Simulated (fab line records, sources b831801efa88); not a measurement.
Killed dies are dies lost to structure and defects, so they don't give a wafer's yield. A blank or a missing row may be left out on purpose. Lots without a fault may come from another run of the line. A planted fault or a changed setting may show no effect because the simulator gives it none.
Chamber matching | flow sky130 | SKY_VIA3_CMP_24 on cmp-01: 4 sister chambers
The step polishes, stops on SiO2, t overpolish 20 s, target thk 0 nm. 8 wafers are shown with their chamber, then 12 later ones without.

WAFERS WITH THEIR CHAMBER
wafer  | chamber | time_to_endpoint_s (s) | motor_current_A (A)
L086.4 | 0       | 92                     | 12.4
L088.3 | 1       | 86                     | 12.5
L089.3 | 3       | 91                     | 11.7
L089.4 | 1       | 90                     | 11.8
L089.5 | 2       | 95                     | 12.0
L091.1 | 3       | 95                     | 11.2
L091.4 | 0       | 92                     | 12.0
L091.5 | 2       | 94                     | 12.3

WAFERS WITHOUT THEIR CHAMBER
wafer  | time_to_endpoint_s (s) | motor_current_A (A)
L093.3 | 95                     | 11.9
L093.4 | 99                     | 11.6
L093.6 | 101                    | 12.9
L094.1 | 85                     | 12.9
L094.3 | 92                     | 11.4
L094.5 | 92                     | 12.5
L096.1 | 94                     | 12.0
L096.5 | 96                     | 11.6
L096.6 | 92                     | 11.6
L097.3 | 95                     | 11.9
L097.4 | 96                     | 12.7
L097.5 | 94                     | 11.7

WHICH CHAMBER EACH WENT THROUGH
wafer  | from the rows above               | in truth
L093.3 | can't be placed: 2 or 3 or 0      | 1
L093.4 | can't be placed: 2 or 3 or 0      | 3
L093.6 | can't be placed: 2 or 0 or 3      | 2
L094.1 | can't be placed: 1 or 0           | 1
L094.3 | can't be placed: 3 or 0 or 2      | 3
L094.5 | can't be placed: 0 or 2 or 1      | 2
L096.1 | can't be placed: 2 or 0 or 3      | 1
L096.5 | can't be placed: 3 or 2 or 0      | 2
L096.6 | can't be placed: 3 or 0 or 2 or 1 | 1
L097.3 | can't be placed: 2 or 3 or 0      | 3
L097.4 | can't be placed: 2 or 0           | 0
L097.5 | can't be placed: 3 or 2 or 0      | 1
Placed correctly: 0 of 12. Can't be placed from these rows: 12 (the true chamber is among the candidates in 9). Placed wrongly: 0.
How it was worked out, from the rows above alone: a wafer's distance from a chamber is the root of the sum, over the readings, of the square of ((its reading less the chamber's mean) divided by the reading's scatter). The wafer belongs to the nearest chamber; if the next one is less than 2 further off, it can't be placed. A chamber's mean is the mean of its shown wafers. The scatter: the root of (the sum of the squares of (reading less its chamber's mean) over the shown wafers, divided by (wafers less chambers)).
